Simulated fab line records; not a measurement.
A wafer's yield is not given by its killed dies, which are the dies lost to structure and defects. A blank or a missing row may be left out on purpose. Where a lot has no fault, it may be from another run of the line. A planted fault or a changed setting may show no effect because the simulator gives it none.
fab line records	flow sky130
[record] lots = 6	wafers = 18	last-day = 49
route steps=708 shown POLY_GATE@204 RES_PROTECT@206 LDD_N@237 PAD_OPEN@708
lots that met no fault: taken from a fault-free run of the same line
start-h: hours from the record's opening day to when the first of the lot's shown wafers began	wait-h: time in hours since the lot's previous step	" same as the row above	L1.1+2: one row covering several wafers at once	- either no value or no given start	* or withheld: withheld	< > ~ a bound
route shown NAME@n: a module of which the file shows steps, and the number in the route of the first	usual: mean/standard deviation of fault-free wafers	same: alike in all rows	chamber/n: place in a boat	sites: readings site by site	_std_site: the standard deviation of these	_edge_site: mean of outer sites minus mean of inner sites	radius-mm: how far each site lies from the wafer's centre	mask NAME#n: copy n	behind: the last tool/chamber to shape the wafer	hold: why the lot was held/for how many hours/how that ended	device: which transistor (n, p or np) failed to switch	end of line: the route-end tests of the same wafers	a step without rows: its recipe alone	killed: count of dies lost to structure and defects at first sort (not the wafer's yield)	map: the dies of a wafer, with x for killed, . for not killed, _ for no die there
set.NAME: the setting the step ran with; set.NAME@STEP: the setting that earlier step ran with	model.NAME: the simulator's own value behind a step, which no gauge read
lots seen at some steps along the route; tables by step, rows by wafer
services: the hour from which a tool's chamber was out of use, counted from the record's first day as start-h (under 0 if before that day), plus the number of hours and why
[[steps]]
[step SKY_POLY_GATE_CVD_00]
[recipe] material = poly-Si	target-thk-nm = 180	temp-c = 620	time-s = 720	pressure-mtorr = 200
[step SKY_POLY_GATE_THK_MEAS_01]
[recipe] reads = poly-Si_of_POLY_GATE_CVD_00
[usual] POLY_GATE_CVD_00_THK = 180.2/1.7
lot.wafer	tool	chamber	start-h	wait-h	POLY_GATE_CVD_00_THK[nm]
L615.1	film-metro-04	-	327.25	0.0	178.8
L615.2	"	-	"	"	179.4
L615.6	"	-	"	"	177.6
L616.2	film-metro-01	-	339.16	0.0	179.7
L616.3	"	-	"	"	179.2
L616.6	"	-	"	"	178.1
L619.2	film-metro-03	-	369.37	0.0	178.2
L619.3	"	-	"	"	179.0
L619.4	"	-	"	"	178.9
L627.1	film-metro-01	-	429.41	0.0	181.3
L627.3	"	-	"	"	180.3
L627.6	"	-	"	"	180.7
L630.1	film-metro-01	-	454.59	0.0	177.5
L630.4	"	-	"	"	178.2
L630.5	"	-	"	"	179.6
L631.4	film-metro-03	-	465.65	0.0	181.8
L631.5	"	-	"	"	180.5
L631.6	"	-	"	"	181.9
[step SKY_RES_PROTECT_DEHYDRATE_00]
[recipe] temp-c = 200	time-s = 60
[step SKY_RES_PROTECT_HMDS_01]
[recipe] prime-time-s = 60	prime-temp-c = 120
[step SKY_RES_PROTECT_COAT_02]
[recipe] resist = NOVOLAK	spin-rpm = 3000	resist-thk-nm = 1140
[step SKY_RES_PROTECT_SOFTBAKE_03]
[recipe] temp-c = 90	time-s = 60	resist = NOVOLAK
[step SKY_RES_PROTECT_EXPOSE_04]
[recipe] mask-id = RPM	na = 0.6	source-shape = conventional	sigma-outer = 0.6	polarization = unpolarized	target-cd-nm = 1270	dose-mj = 131
[step SKY_RES_PROTECT_PEB_05]
[recipe] temp-c = withheld	time-s = *	resist = NOVOLAK
[step SKY_RES_PROTECT_DEVELOP_06]
[recipe] resist = NOVOLAK	developer = TMAH	develop-time-s = 60	dev-temp-c = 23
[step SKY_POLY_GATE_IMPLANT_02]
[recipe] species = P	energy-kev = 30	dose-cm2 = 7.7e+15	tilt-deg = 0
[step SKY_RES_PROTECT_STRIP_07]
[recipe] chemistry = O2/N2	power-w = 1400	pressure-mtorr = 1500	platen-temp-c = withheld	o2-flow-sccm = 3000	n2-flow-sccm = 300	overash-fraction = 0.5
[usual] drypump-motor-current-A = 5.6/0.35	oes-product-au = 0.517/0.004	strip-time-to-endpoint-s = 23.29/0.039
lot.wafer	tool	chamber	start-h	wait-h	drypump-motor-current-A	oes-product-au	rf-hours-counter-h	strip-time-to-endpoint-s
L615.1	plasma-asher-02	0	354.55	0.1	5.6	0.519	22	23.30
L615.2	"	1	"	"	5.5	0.520	22	23.27
L615.6	"	0	"	"	5.6	0.513	-	23.27
L616.2	plasma-asher-03	1	366.40	0.1	6.0	0.520	68	23.33
L616.3	"	0	"	"	5.1	0.520	-	23.31
L616.6	"	1	"	"	6.0	0.520	-	23.35
L619.2	plasma-asher-01	0	398.51	0.1	6.3	0.522	57	23.31
L619.3	"	1	"	"	5.5	0.519	-	23.29
L619.4	"	0	"	"	6.4	0.520	-	23.25
L627.1	plasma-asher-03	0	460.80	0.1	5.1	0.513	78	23.30
L627.3	"	0	"	"	5.2	0.512	-	23.33
L627.6	"	1	"	"	6.0	0.515	-	23.28
L630.1	plasma-asher-02	1	486.40	0.1	5.5	0.516	34	23.21
L630.4	"	0	"	"	5.5	0.521	-	23.24
L630.5	"	1	"	"	5.4	0.517	-	23.23
L631.4	plasma-asher-03	1	497.84	0.1	6.0	0.513	-	23.32
L631.5	"	0	"	"	5.1	0.515	-	23.26
L631.6	"	1	"	"	6.0	0.514	-	23.27
[step SKY_RES_PROTECT_TW_MEAS_08]
[usual] POLY_GATE_TW = 4014/32
lot.wafer	tool	chamber	start-h	wait-h	POLY_GATE_TW
L615.1	film-metro-03	-	354.65	0.1	4047
L615.2	"	-	"	"	4066
L615.6	"	-	"	"	4068
L616.2	film-metro-02	-	366.51	0.1	4015
L616.3	"	-	"	"	4000
L616.6	"	-	"	"	3993
L619.2	film-metro-04	-	398.62	0.1	4023
L619.3	"	-	"	"	4018
L619.4	"	-	"	"	3998
L627.1	film-metro-03	-	460.90	0.1	4090
L627.3	"	-	"	"	4085
L627.6	"	-	"	"	4085
L630.1	film-metro-02	-	486.50	0.1	4016
L630.4	"	-	"	"	4033
L630.5	"	-	"	"	4007
L631.4	film-metro-04	-	497.94	0.1	3974
L631.5	"	-	"	"	3967
L631.6	"	-	"	"	3976
[step SKY_RES_PROTECT_CLEAN_09]
[recipe] chemistry = SC1/SC2	mix = 1:4:20	temp-c = 70	time-s = 150	dry = n2-spin
[same] time-s = 150
lot.wafer	tool	chamber	start-h	wait-h
L615.1+2+6	wet-bench-03	0	354.71	0.1
L616.2+3+6	wet-bench-03	0	366.56	0.0
L619.2+3+4	wet-bench-04	1	398.67	0.0
L627.1+3+6	wet-bench-04	1	460.96	0.1
L630.1+4+5	wet-bench-04	1	486.56	0.1
L631.4+5+6	wet-bench-01	0	497.97	0.0
[step SKY_POLY_GATE_CVD_03]
[recipe] material = Si3N4	precursor = DCS/NH3	target-thk-nm = 75	temp-c = 770	time-s = 1290	pressure-mtorr = 250
[step SKY_POLY_GATE_THK_MEAS_04]
[recipe] reads = Si3N4_of_POLY_GATE_CVD_03
[usual] POLY_GATE_CVD_03_THK = 74.8/0.68
lot.wafer	tool	chamber	start-h	wait-h	POLY_GATE_CVD_03_THK[nm]
L615.1	film-metro-03	-	357.76	0.0	74.4
L615.2	"	-	"	"	74.7
L615.6	"	-	"	"	74.6
L616.2	film-metro-01	-	367.98	0.0	74.9
L616.3	"	-	"	"	73.7
L616.6	"	-	"	"	74.4
L619.2	film-metro-03	-	402.79	0.0	74.9
L619.3	"	-	"	"	74.4
L619.4	"	-	"	"	75.0
L627.1	film-metro-01	-	462.99	0.0	74.7
L627.3	"	-	"	"	75.0
L627.6	"	-	"	"	75.0
L630.1	film-metro-04	-	488.02	0.0	75.0
L630.4	"	-	"	"	75.3
L630.5	"	-	"	"	75.1
L631.4	film-metro-04	-	499.41	0.0	74.3
L631.5	"	-	"	"	74.7
L631.6	"	-	"	"	74.5
[step SKY_POLY_GATE_DEHYDRATE_05]
[recipe] temp-c = 200	time-s = 60
[step SKY_POLY_GATE_HMDS_06]
[recipe] prime-time-s = 60	prime-temp-c = 120
[step SKY_POLY_GATE_COAT_07]
[recipe] resist = BARC	temp-c = withheld	time-s = withheld	spin-rpm = 3000	resist-thk-nm = 110
[step SKY_POLY_GATE_COAT_08]
[recipe] resist = KrF-thick	spin-rpm = 3000	resist-thk-nm = 450
[step SKY_POLY_GATE_SOFTBAKE_09]
[recipe] temp-c = 100	time-s = 90	resist = KrF-thick
[step SKY_POLY_GATE_EXPOSE_10]
[recipe] mask-id = P1M	na = 0.68	source-shape = conventional	sigma-outer = 0.6	target-cd-nm = 150	dose-mj = 28
[step SKY_POLY_GATE_PEB_11]
[recipe] peb-temp-c = withheld	peb-time-s = withheld	resist = KrF-thick
[step SKY_POLY_GATE_DEVELOP_12]
[recipe] develop-time-s = 60	resist = KrF-thick	dev-temp-c = 21
[step SKY_POLY_GATE_CD_MEAS_13]
[recipe] target-cd-nm = 150
[usual] cd-nm = 149.9/1.3
lot.wafer	tool	chamber	start-h	wait-h	cd-nm
L615.1	cd-sem-01	-	386.55	-	151.3
L615.2	"	-	"	"	151.8
L615.6	"	-	"	"	150.3
L616.2	cd-sem-02	-	396.27	-	151.9
L616.3	"	-	"	"	151.1
L616.6	"	-	"	"	151.1
L619.2	cd-sem-01	-	433.32	-	152.5
L619.3	"	-	"	"	152.1
L619.4	"	-	"	"	151.6
L627.1	cd-sem-01	-	494.96	-	150.7
L627.3	"	-	"	"	150.0
L627.6	"	-	"	"	150.7
L630.1	cd-sem-01	-	519.51	-	150.1
L630.4	"	-	"	"	149.8
L630.5	"	-	"	"	150.4
L631.4	cd-sem-02	-	531.22	-	151.1
L631.5	"	-	"	"	151.7
L631.6	"	-	"	"	150.1
[step SKY_POLY_GATE_OVL_MEAS_14]
[usual] POLY_GATE_OVL = -1/5.1
lot.wafer	tool	chamber	start-h	wait-h	POLY_GATE_OVL[nm]
L615.1	overlay-01	-	386.67	0.1	-3
L615.2	"	-	"	"	1
L615.6	"	-	"	"	3
L616.2	overlay-02	-	396.38	0.1	-5
L616.3	"	-	"	"	4
L616.6	"	-	"	"	3
L619.2	overlay-02	-	433.43	0.1	2
L619.3	"	-	"	"	-1
L619.4	"	-	"	"	4
L627.1	overlay-01	-	495.08	0.1	6
L627.3	"	-	"	"	7
L627.6	"	-	"	"	4
L630.1	overlay-02	-	519.63	0.1	-1
L630.4	"	-	"	"	-7
L630.5	"	-	"	"	-7
L631.4	overlay-02	-	531.29	0.1	7
L631.5	"	-	"	"	2
L631.6	"	-	"	"	7
[step SKY_POLY_GATE_ETCH_15]
[recipe] chemistry = N2/H2	target = BARC	ion-energy-ev = 200	source-w = 500	bias-w = 100	pressure-mtorr = 30	n2-flow-sccm = 100	h2-flow-sccm = 200	stop-on = SiO2	time-s = 118.5	target-depth-a = 1100
[usual] drypump-motor-current-A = 5.9/0.5	oes-product-au = 0.716/0.0046	throttle-valve-pct = 13.212/0.0093
[same] time-s = 118.5
lot.wafer	tool	chamber	start-h	wait-h	drypump-motor-current-A	oes-product-au	rf-hours-counter-h	throttle-valve-pct
L615.1	rie-diel-03	3	386.71	0.0	6.2	0.713	35	13.224
L615.2	"	0	"	"	5.9	0.717	5	13.211
L615.6	"	1	"	"	5.0	0.710	-	13.218
L616.2	rie-diel-02	1	396.41	0.0	5.6	0.721	100	13.214
L616.3	"	0	"	"	5.9	0.712	77	13.213
L616.6	"	0	"	"	5.9	0.714	-	13.226
L619.2	rie-diel-03	0	433.46	0.0	5.9	0.720	6	13.205
L619.3	"	1	"	"	4.9	0.719	13	13.204
L619.4	"	1	"	"	4.9	0.719	-	13.206
L627.1	rie-diel-04	3	495.11	0.0	5.3	0.722	64	13.216
L627.3	"	2	"	"	5.8	0.717	73	13.224
L627.6	"	2	"	"	5.8	0.716	-	13.218
L630.1	rie-diel-04	2	519.66	0.0	5.8	0.712	74	13.199
L630.4	"	2	"	"	5.8	0.710	-	13.197
L630.5	"	0	"	"	6.4	0.719	-	13.211
L631.4	rie-diel-03	1	531.31	0.0	4.9	0.715	15	13.216
L631.5	"	1	"	"	5.0	0.709	-	13.214
L631.6	"	0	"	"	5.9	0.715	-	13.219
[step SKY_POLY_GATE_ETCH_16]
[recipe] stop-on = poly-Si	chemistry = CH3F/O2	target = Si3N4	source-w = 400	bias-w = 80	pressure-mtorr = 25	ch3f-flow-sccm = 40	O2_flow_sccm = 30	time-s = 147.5	target-depth-a = 750
[usual] drypump-motor-current-A = 5.9/0.5	oes-product-au = 0.640/0.0051	throttle-valve-pct = 10.536/0.0084
[same] time-s = 147.5
lot.wafer	tool	chamber	start-h	wait-h	drypump-motor-current-A	oes-product-au	rf-hours-counter-h	throttle-valve-pct
L615.1	rie-diel-03	3	386.79	0.0	6.2	0.638	35	10.528
L615.2	"	0	"	"	5.9	0.643	5	10.543
L615.6	"	1	"	"	5.0	0.633	-	10.532
L616.2	rie-diel-02	1	396.49	0.0	5.6	0.640	100	10.534
L616.3	"	0	"	"	5.9	0.629	77	10.538
L616.6	"	0	"	"	5.9	0.641	-	10.537
L619.2	rie-diel-03	0	433.54	0.0	5.9	0.636	6	10.540
L619.3	"	1	"	"	4.9	0.639	13	10.525
L619.4	"	1	"	"	4.9	0.645	-	10.540
L627.1	rie-diel-04	3	495.20	0.0	5.3	0.639	65	10.544
L627.3	"	2	"	"	5.8	0.646	73	10.542
L627.6	"	2	"	"	5.8	0.641	-	10.537
L630.1	rie-diel-04	2	519.75	0.0	5.8	0.640	74	10.542
L630.4	"	2	"	"	5.8	0.646	-	10.543
L630.5	"	0	"	"	6.3	0.642	-	10.541
L631.4	rie-diel-03	1	531.40	0.0	4.9	0.630	15	10.532
L631.5	"	1	"	"	4.9	0.639	-	10.527
L631.6	"	0	"	"	5.9	0.632	-	10.537
[step SKY_POLY_GATE_ETCH_17]
[recipe] target-depth-nm = 180	stop-on = SiO2	over-etch-frac = 0.56667	chemistry = HBr/Cl2	target = poly-Si	icp-w = 400	bias-w = 100	pressure-mtorr = 10	HBr_flow_sccm = 150	Cl2_flow_sccm = 50	time-s = 70.5
[usual] drypump-motor-current-A = 5.7/0.49	oes-product-au = 0.987/0.0077	throttle-valve-pct = 33.685/0.0091
[same] time-s = 70.5
lot.wafer	tool	chamber	start-h	wait-h	drypump-motor-current-A	oes-product-au	rf-hours-counter-h	throttle-valve-pct
L615.1	rie-si-01	1	386.89	0.0	6.3	0.983	1	33.673
L615.2	"	3	"	"	5.9	0.989	5	33.669
L615.6	"	3	"	"	5.9	0.979	-	33.677
L616.2	rie-si-02	2	396.59	0.0	5.6	0.987	6	33.668
L616.3	"	1	"	"	5.8	0.986	4	33.676
L616.6	"	0	"	"	5.3	0.978	-	33.685
L619.2	rie-si-02	1	433.64	0.0	5.8	0.985	4	33.693
L619.3	"	2	"	"	5.6	0.981	6	33.678
L619.4	"	0	"	"	5.3	0.987	10	33.671
L627.1	rie-si-01	3	495.30	0.0	5.9	0.969	6	33.675
L627.3	"	1	"	"	6.3	0.989	2	33.689
L627.6	"	1	"	"	6.3	0.997	-	33.694
L630.1	rie-si-02	1	519.85	0.0	5.8	0.990	5	33.686
L630.4	"	0	"	"	5.3	0.976	10	33.673
L630.5	"	1	"	"	5.8	0.993	-	33.684
L631.4	rie-si-01	2	531.49	0.0	6.6	0.987	0	33.666
L631.5	"	0	"	"	5.4	0.985	-	33.671
L631.6	"	1	"	"	6.3	0.993	-	33.687
[step SKY_POLY_GATE_STRIP_18]
[recipe] chemistry = O2/N2	power-w = 1400	pressure-mtorr = 1500	platen-temp-c = withheld	o2-flow-sccm = 3000	n2-flow-sccm = 300	overash-fraction = 0.5
[usual] drypump-motor-current-A = 5.8/0.38	oes-product-au = 0.361/0.0046	strip-time-to-endpoint-s = 3.16/0.042
lot.wafer	tool	chamber	start-h	wait-h	drypump-motor-current-A	oes-product-au	rf-hours-counter-h	strip-time-to-endpoint-s
L615.1	plasma-asher-01	1	386.94	0.0	5.5	0.364	56	3.21
L615.2	"	0	"	"	6.4	0.360	56	3.18
L615.6	"	1	"	"	5.6	0.354	-	3.17
L616.2	plasma-asher-03	1	396.64	0.0	6.0	0.370	71	3.20
L616.3	"	1	"	"	6.0	0.364	-	3.18
L616.6	"	1	"	"	6.0	0.364	-	3.21
L619.2	plasma-asher-04	0	433.69	0.0	5.6	0.367	0	3.20
L619.3	"	1	"	"	5.9	0.360	-	3.14
L619.4	"	0	"	"	5.6	0.366	-	3.17
L627.1	plasma-asher-03	0	495.35	0.0	5.2	0.354	82	3.13
L627.3	"	0	"	"	5.2	0.365	-	3.14
L627.6	"	0	"	"	5.2	0.360	-	3.12
L630.1	plasma-asher-03	1	519.90	0.0	6.0	0.367	85	3.11
L630.4	"	0	"	"	5.1	0.358	-	3.12
L630.5	"	1	"	"	6.0	0.363	-	3.16
L631.4	plasma-asher-01	1	531.58	0.1	5.6	0.357	-	3.13
L631.5	"	1	"	"	5.6	0.364	-	3.10
L631.6	"	0	"	"	6.4	0.366	-	3.17
[step SKY_POLY_GATE_CLEAN_19]
[recipe] chemistry = SC1/SC2	mix = 1:4:20	temp-c = 70	time-s = 150	dry = n2-spin
[step SKY_POLY_GATE_OXIDATION_20]
[recipe] temp-c = 850	ambient = O2	stabilise-s = 600	purge-s = 300	target-thk-a = 40	ox-time-s = 899
[step SKY_POLY_GATE_THK_MEAS_21]
[recipe] reads = SiO2_of_POLY_GATE_OXIDATION_20
[usual] POLY_GATE_OXIDATION_THK = 3.99/0.1
lot.wafer	tool	chamber	start-h	wait-h	POLY_GATE_OXIDATION_THK[nm]
L615.1	film-metro-04	-	389.41	0.0	4.14
L615.2	"	-	"	"	4.16
L615.6	"	-	"	"	4.13
L616.2	film-metro-04	-	399.17	0.0	4.09
L616.3	"	-	"	"	4.07
L616.6	"	-	"	"	4.15
L619.2	film-metro-03	-	435.11	0.0	4.09
L619.3	"	-	"	"	4.10
L619.4	"	-	"	"	4.14
L627.1	film-metro-04	-	496.75	0.0	4.04
L627.3	"	-	"	"	3.95
L627.6	"	-	"	"	3.98
L630.1	film-metro-03	-	521.30	0.0	3.94
L630.4	"	-	"	"	3.95
L630.5	"	-	"	"	3.92
L631.4	film-metro-01	-	532.98	0.0	3.94
L631.5	"	-	"	"	3.92
L631.6	"	-	"	"	3.90
[step SKY_POLY_GATE_CD_MEAS_22]
[usual] cd-nm = 150.2/2.1
lot.wafer	tool	chamber	start-h	wait-h	cd-nm
L615.1	cd-sem-01	-	389.47	0.1	150.6
L615.2	"	-	"	"	151.5
L615.6	"	-	"	"	149.5
L616.2	cd-sem-01	-	399.25	0.1	155.3
L616.3	"	-	"	"	151.1
L616.6	"	-	"	"	154.1
L619.2	cd-sem-02	-	435.19	0.1	152.8
L619.3	"	-	"	"	150.2
L619.4	"	-	"	"	150.8
L627.1	cd-sem-01	-	496.81	0.1	153.7
L627.3	"	-	"	"	148.6
L627.6	"	-	"	"	148.9
L630.1	cd-sem-01	-	521.36	0.1	149.6
L630.4	"	-	"	"	151.7
L630.5	"	-	"	"	152.3
L631.4	cd-sem-02	-	533.09	0.1	146.7
L631.5	"	-	"	"	148.6
L631.6	"	-	"	"	146.9
[step SKY_LDD_N_DEHYDRATE_00]
[recipe] temp-c = 200	time-s = 60
[step SKY_LDD_N_HMDS_01]
[recipe] prime-time-s = 60	prime-temp-c = 120
[step SKY_LDD_N_COAT_02]
[recipe] resist = NOVOLAK	spin-rpm = 3000	resist-thk-nm = 300
[step SKY_LDD_N_SOFTBAKE_03]
[recipe] temp-c = 90	time-s = 60	resist = NOVOLAK
[step SKY_LDD_N_EXPOSE_04]
[recipe] mask-id = NTM	target-cd-nm = 840	na = 0.6	source-shape = conventional	sigma-outer = 0.6	dose-mj = 110
[step SKY_LDD_N_PEB_05]
[recipe] temp-c = withheld	time-s = *	resist = NOVOLAK
[step SKY_LDD_N_DEVELOP_06]
[recipe] develop-time-s = 60	dev-temp-c = 23
[step SKY_LDD_N_OVL_MEAS_07]
[usual] LDD_N_OVL = 0.5/1.7
lot.wafer	tool	chamber	start-h	wait-h	LDD_N_OVL[nm]
L615.1	overlay-02	-	419.01	0.1	0.5
L615.2	"	-	"	"	1.2
L615.6	"	-	"	"	1.1
L616.2	overlay-01	-	429.52	0.1	0.1
L616.3	"	-	"	"	1.0
L616.6	"	-	"	"	0.8
L619.2	overlay-02	-	466.61	0.1	1.5
L619.3	"	-	"	"	-0.7
L619.4	"	-	"	"	1.0
L627.1	overlay-02	-	527.81	0.1	-0.2
L627.3	"	-	"	"	-0.9
L627.6	"	-	"	"	1.0
L630.1	overlay-02	-	551.41	0.1	0.9
L630.4	"	-	"	"	2.2
L630.5	"	-	"	"	0.1
L631.4	overlay-02	-	563.00	0.1	0.9
L631.5	"	-	"	"	-1.2
L631.6	"	-	"	"	-1.6
[step SKY_LDD_N_IMPLANT_08]
[recipe] species = As	energy-kev = 20	dose-cm2 = 7.5e+13	tilt-deg = withheld	rotation-deg = 23
[step SKY_PAD_OPEN_PROBE_99]
[usual] killed_at_M0_to_M3 = 43/7.9	killed_at_M4_up = 2.9/1.8	killed-at-contacts = 24/5.5	killed-at-front-end = 15/4.2	killed-at-other = 0.2/0.46	killed-dies = 86/11	killed-open = 47/8.1	killed-short = 39/6.4
[same] gross-dies = 492	killed-at-back-side = 0
lot.wafer	tool	chamber	start-h	wait-h	killed_at_M0_to_M3	killed_at_M4_up	killed-at-contacts	killed-at-front-end	killed-at-other	killed-dies	killed-open	killed-short
L615.1	prober-01	-	1092.84	0.1	46	3	43	13	0	105	64	41
L615.2	prober-01	-	1092.89	0.1	51	0	28	16	0	95	47	48
L615.6	prober-01	-	1093.09	0.2	44	3	28	17	0	92	41	51
L619.2	prober-02	-	1123.70	0.1	53	4	15	15	0	87	51	36
L619.3	prober-02	-	1123.75	0.2	37	4	25	14	0	80	43	37
L619.4	prober-02	-	1123.80	0.2	44	1	26	17	0	88	52	36
L627.1	prober-01	-	1163.35	0.1	38	3	18	11	50	120	41	29
L627.3	prober-01	-	1163.45	0.2	44	3	17	11	53	128	39	36
L627.6	prober-01	-	1163.60	0.2	15	1	24	15	51	106	34	21
L630.1	prober-02	-	1177.08	0.1	47	3	25	10	48	133	39	46
L630.4	prober-02	-	1177.23	0.2	41	4	22	10	48	125	36	41
L630.5	prober-02	-	1177.28	0.2	37	3	22	17	41	120	48	32
L631.4	prober-01	-	1182.76	0.2	48	5	29	14	0	96	53	43
L631.5	prober-01	-	1182.81	0.2	55	4	18	14	2	93	51	42
L631.6	prober-01	-	1182.86	0.2	55	1	30	6	0	92	52	40
// killed by level:class
L615.1 CONTACT:geometric-particle:open=18 LI_CONTACT:geometric-particle:open=13 VIA1:geometric-particle:open=11 VIA2:geometric-particle:open=8 VIA3:geometric-particle:open=7 CONTACT:geometric-particle:short=6 VIA1:geometric-particle:short=5 METAL2:geometric-particle:short=4
L615.2 VIA1:geometric-particle:open=12 LI_CONTACT:geometric-particle:open=8 LOCAL_INTERCONNECT:geometric-particle:short=7 VIA3:geometric-particle:open=7 CONTACT:geometric-particle:short=7 VIA2:geometric-particle:open=7 METAL1:geometric-particle:short=6 FIELD_ISO:geometric-particle:short=5
L615.6 CONTACT:geometric-particle:short=9 VIA1:geometric-particle:short=9 VIA1:geometric-particle:open=8 CONTACT:geometric-particle:open=7 LI_CONTACT:geometric-particle:open=6 METAL1:geometric-particle:short=5 VIA3:geometric-particle:open=5 FIELD_ISO:geometric-particle:open=4
L619.2 VIA1:geometric-particle:open=9 VIA2:geometric-particle:open=9 VIA3:geometric-particle:open=9 CONTACT:geometric-particle:open=7 FIELD_ISO:geometric-particle:open=6 VIA1:geometric-particle:short=5 METAL1:geometric-particle:short=5 LI_CONTACT:geometric-particle:open=4
L619.3 CONTACT:geometric-particle:open=9 VIA1:geometric-particle:short=7 VIA3:geometric-particle:open=7 FIELD_ISO:geometric-particle:open=5 VIA1:geometric-particle:open=5 CONTACT:geometric-particle:short=5 LOCAL_INTERCONNECT:geometric-particle:short=5 VIA3:geometric-particle:short=5
L619.4 VIA1:geometric-particle:open=13 CONTACT:geometric-particle:open=8 CONTACT:geometric-particle:short=7 LI_CONTACT:geometric-particle:open=6 VIA2:geometric-particle:open=6 VIA3:geometric-particle:open=6 FIELD_ISO:geometric-particle:short=5 LOCAL_INTERCONNECT:geometric-particle:short=4
L627.1 RES_PROTECT:unspecified=50 VIA1:geometric-particle:open=8 VIA3:geometric-particle:open=7 LI_CONTACT:geometric-particle:open=5 CONTACT:geometric-particle:open=5 LOCAL_INTERCONNECT:geometric-particle:short=4 METAL2:geometric-particle:short=4 VIA2:geometric-particle:open=4
L627.3 RES_PROTECT:unspecified=53 VIA1:geometric-particle:open=11 VIA2:geometric-particle:open=9 LOCAL_INTERCONNECT:geometric-particle:short=6 POLY_GATE:geometric-particle:short=4 METAL1:geometric-particle:short=4 VIA1:geometric-particle:short=4 VIA3:geometric-particle:open=4
L627.6 RES_PROTECT:unspecified=51 CONTACT:geometric-particle:open=12 POLY_GATE:geometric-particle:short=7 LI_CONTACT:geometric-particle:open=5 VIA3:geometric-particle:open=5 POLY_GATE:geometric-particle:open=3 LOCAL_INTERCONNECT:geometric-particle:short=3 CONTACT:geometric-particle:short=3
L630.1 RES_PROTECT:unspecified=48 CONTACT:geometric-particle:open=8 VIA1:geometric-particle:open=8 LOCAL_INTERCONNECT:geometric-particle:short=7 VIA2:geometric-particle:open=6 VIA3:geometric-particle:open=6 VIA3:geometric-particle:short=6 VIA2:geometric-particle:short=5
L630.4 RES_PROTECT:unspecified=48 CONTACT:geometric-particle:open=8 VIA1:geometric-particle:short=6 VIA2:geometric-particle:open=6 VIA1:geometric-particle:open=5 VIA3:geometric-particle:short=5 LOCAL_INTERCONNECT:geometric-particle:short=5 VIA3:geometric-particle:open=5
L630.5 RES_PROTECT:unspecified=40 VIA1:geometric-particle:open=15 CONTACT:geometric-particle:open=7 POLY_GATE:geometric-particle:short=7 LI_CONTACT:geometric-particle:open=7 VIA2:geometric-particle:open=5 METAL2:geometric-particle:short=4 POLY_GATE:geometric-particle:open=4
L631.4 LI_CONTACT:geometric-particle:open=13 VIA1:geometric-particle:open=10 VIA3:geometric-particle:open=6 CONTACT:geometric-particle:short=6 VIA2:geometric-particle:open=6 FIELD_ISO:geometric-particle:open=5 METAL2:geometric-particle:short=5 CONTACT:geometric-particle:open=5
L631.5 VIA1:geometric-particle:open=12 LI_CONTACT:geometric-particle:open=9 VIA3:geometric-particle:open=7 VIA2:geometric-particle:short=6 METAL2:geometric-particle:short=6 VIA2:geometric-particle:open=6 FIELD_ISO:geometric-particle:open=5 VIA1:geometric-particle:short=5
L631.6 VIA2:geometric-particle:open=13 VIA1:geometric-particle:open=12 LI_CONTACT:geometric-particle:open=11 CONTACT:geometric-particle:open=7 METAL2:geometric-particle:short=6 CONTACT:geometric-particle:short=5 VIA1:geometric-particle:short=5 LOCAL_INTERCONNECT:geometric-particle:short=4
// map L627.3 (x killed, . not)
__________.........._________
________...........x.._______
______...............x.._____
_____.....x..x..xx....x..____
____x......x.....xx.......___
___.x...x......x...x..x....__
__..x..........x............_
_.......x............x.x.....
_..xx.....x.x.......x...x...x
_..x....x.x.........x.......x
_.........x..x......xx...x...
_.xx.x...........x..xxxxx...x
_......x....x.x..xx..xxxxx...
_...x....x....x..xxxxxxxxxx..
_..x..x...........xxxxxxxx.x.
__...x...........x.xxxxxxxx._
___.....x.......x.xxxxxxxxx__
____..x...........xxxxxxxx___
_____...x....x...x..x.xxx____
______................x._____
________.....x..xx...._______
__________x.xx..x.x._________
// map L630.1 (x killed, . not)
__________.x.x......_________
________......x....x.x_______
______..x.......x......x_____
_____...x..x..x.......x..____
____.......x..........x..x___
___......xxx...............__
__....x........x.x.....x...._
_....x...........xx.....x.x.x
_....x...xx..................
_x...x..x..............x...xx
_x..x.........x.x.........x..
_.x.....xx..x.x.....xxxx..x..
_....x....x.x...x.xxxxxx.....
_.xxxx..x......x..xxxxxxx.x.x
_..x....x.....xx.x.xxxxxxxx.x
__......x.........xxxxxxxxx._
___....x.xx....xxx.xxxxxxx.__
____...........x...xxxxxx.___
_____........x.......xxx.____
______..x......xx......x_____
________..x.x........._______
__________...x...x.._________
[[services]]
tool	chamber	start-h	hours	kind
rie-diel-03	3	336.75	11.3	repair
rie-si-01	1	343.29	1.2	repair
rie-diel-04	-	359.10	0.3	repair
rie-diel-04	1	359.99	4.8	repair
rie-diel-03	2	367.04	7.5	repair
wet-bench-03	-	374.10	1.4	repair
rie-diel-02	1	385.54	2.9	repair
plasma-asher-03	-	390.90	0.8	repair
rie-diel-02	2	395.18	7.4	repair
rie-si-02	1	403.35	10.2	repair
rie-diel-03	-	404.32	28.1	pm
rie-diel-02	2	414.28	7.2	repair
plasma-asher-02	-	416.58	8.6	repair
plasma-asher-01	-	442.85	4.3	pm
rie-diel-04	3	450.06	5.8	repair
rie-diel-04	3	464.90	6.5	repair
rie-diel-03	1	472.50	6.0	repair
rie-diel-03	0	476.00	5.0	repair
rie-diel-03	-	477.65	1.0	repair
rie-si-02	2	481.28	1.6	repair
rie-diel-04	3	502.33	9.1	repair
rie-diel-02	1	515.47	8.6	repair
rie-diel-04	1	519.63	22.7	repair
rie-diel-02	0	522.93	4.4	repair
[[key]]
[first-sign] step = SKY_PAD_OPEN_PROBE_99	reading = killed-at-other	direction = up	sigmas = 48	usual = 0.2	struck = 48.5
[effect] step = SKY_PAD_OPEN_PROBE_99	reading = killed-dies	direction = up	sigmas = 3.4	usual = 86	struck = 122
met-at SKY_RES_PROTECT_CLEAN_09
struck-wafers L627.1,L627.3,L627.6,L630.1,L630.4,L630.5
tester-left-out L627,L630
onset-between 398.67 460.96
also-fits SKY_POLY_GATE_ETCH_15:rie-diel-04,SKY_POLY_GATE_ETCH_16:rie-diel-04,SKY_POLY_GATE_STRIP_18:plasma-asher-03
[fault] kind = chamber-particle-source	tool = wet-bench-04	chamber = 1	onset-h = 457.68	steps = SKY_RES_PROTECT_CLEAN_09	rate-per-visit-cm2 = 0.65001	end-h = 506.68
// tester-left-out: of these lots the tester's yield and bins aren't shown, on N5 and GAA mostly nor the transistor test; their killed dies are dies lost to structure and defects alone, not to doping, threshold or leakage, so they don't give the yield
